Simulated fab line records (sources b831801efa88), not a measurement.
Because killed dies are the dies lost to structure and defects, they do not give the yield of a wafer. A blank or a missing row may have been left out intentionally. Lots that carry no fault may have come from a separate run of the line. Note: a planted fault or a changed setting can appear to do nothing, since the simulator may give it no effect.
One fault seen from 2 desks | flow sky130 | each desk holds nothing but its own numbers, with what lay behind them at the end

## AT THE TOOL OWNER'S DESK: implanter-01
SKY_LDD_HVN_IMPLANT_08, tool's own readings: per-lot mean of the sampled wafers with a number, covering each lot this tool ran. The brackets show how far a lot's mean lies from the usual mean; more than 4 standard deviations puts the lot out of limits, marked OUT.
Columns: A = beamOnS at SKY_LDD_HVN_IMPLANT_08, usual 9.98 s; B = doseIonsCm2 at SKY_LDD_HVN_IMPLANT_08, usual 3e+13; C = endStationPressureTorr at SKY_LDD_HVN_IMPLANT_08, usual 5.1e-06 Torr; D = faradayCurrentUA at SKY_LDD_HVN_IMPLANT_08, usual 170; E = tiltDeg at SKY_LDD_HVN_IMPLANT_08, usual 40.002 degrees
lot  | first seen here | A    | B                       | C       | D                      | E
L435 | day 24 11:56    | 9.93 | 3e+13                   | 5.0e-06 | 170                    | 40.028
L437 | day 24 23:56    | 9.88 | 2e+14 (+99 or more) OUT | 5.8e-06 | 1150 (+99 or more) OUT | 40.002
L439 | day 25 12:53    | 9.90 | 2e+14 (+99 or more) OUT | 5.9e-06 | 1145 (+99 or more) OUT | 40.023
L448 | day 28 12:02    | 9.86 | 3e+13                   | 4.7e-06 | 171                    | 39.989
This desk's finding: out of limits on L437, L439; first on L437, day 24 23:56 (doseIonsCm2 at SKY_LDD_HVN_IMPLANT_08). In limits: L435, L448.

## METROLOGY DESK
What the gauges read for every lot (on any tool): the sampled wafers with a number, averaged. The brackets show how far a lot's mean lies from the usual mean; more than 4 standard deviations puts the lot out of limits, marked OUT.
Columns: A = POLY_GATE_TW at SKY_RES_PROTECT_TW_MEAS_08, usual 4065; B = cdNm at SKY_LDD_P_CD_MEAS_07, usual 380.6 nm; C = LDD_HVN_TW at SKY_LDD_HVN_TW_MEAS_10, usual 1442
lot  | first seen here | A    | B     | C
L426 | day 15 20:33    | 4071 | 377.0 | 1429
L427 | day 16 10:23    | 4043 | 385.3 | 1446
L435 | day 19 01:36    | 4101 | 379.7 | 1441
L437 | day 19 19:50    | 4057 | 384.0 | 2577 (+99 or more) OUT
L439 | day 20 08:16    | 4060 | 377.9 | 2607 (+99 or more) OUT
L440 | day 20 13:45    | 4065 | 380.8 | 1439
L441 | day 21 00:07    | 4082 | 379.9 | 1453
L444 | day 22 02:31    | 4106 | 375.4 | 1444
L445 | day 22 09:56    | 4100 | 381.1 | 1449
L446 | day 22 19:30    | 4069 | 382.3 | 1447
L447 | day 23 01:42    | 4024 | 379.6 | 1453
L448 | day 23 10:01    | 4090 | 381.7 | 1437
Finding of this desk: L437, L439 out of limits, first seen on L437 at day 25 00:10 (LDD_HVN_TW at SKY_LDD_HVN_TW_MEAS_10). In limits: L426, L427, L435, L440, L441, L444, L445, L446, L447, L448.

## ALL TOGETHER
On L437, L439, at day 24 23:56, an alarm was possible from the tool owner's desk.
Metrology desk: alarm possible at day 25 00:10 on L437, L439.
SKY_LDD_HVN_IMPLANT_08 was run on implanter-01 by each of the lots named.

## WHAT THE SIMULATOR HAD INSERTED
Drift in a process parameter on implanter-01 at SKY_LDD_HVN_IMPLANT_08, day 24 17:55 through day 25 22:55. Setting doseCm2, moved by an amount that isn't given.
Shown lots that were struck: L437, L439.
Counting hours from when the fault started, the first reading out of limits came at 6 for the tool owner's desk and at 6 for the metrology desk.
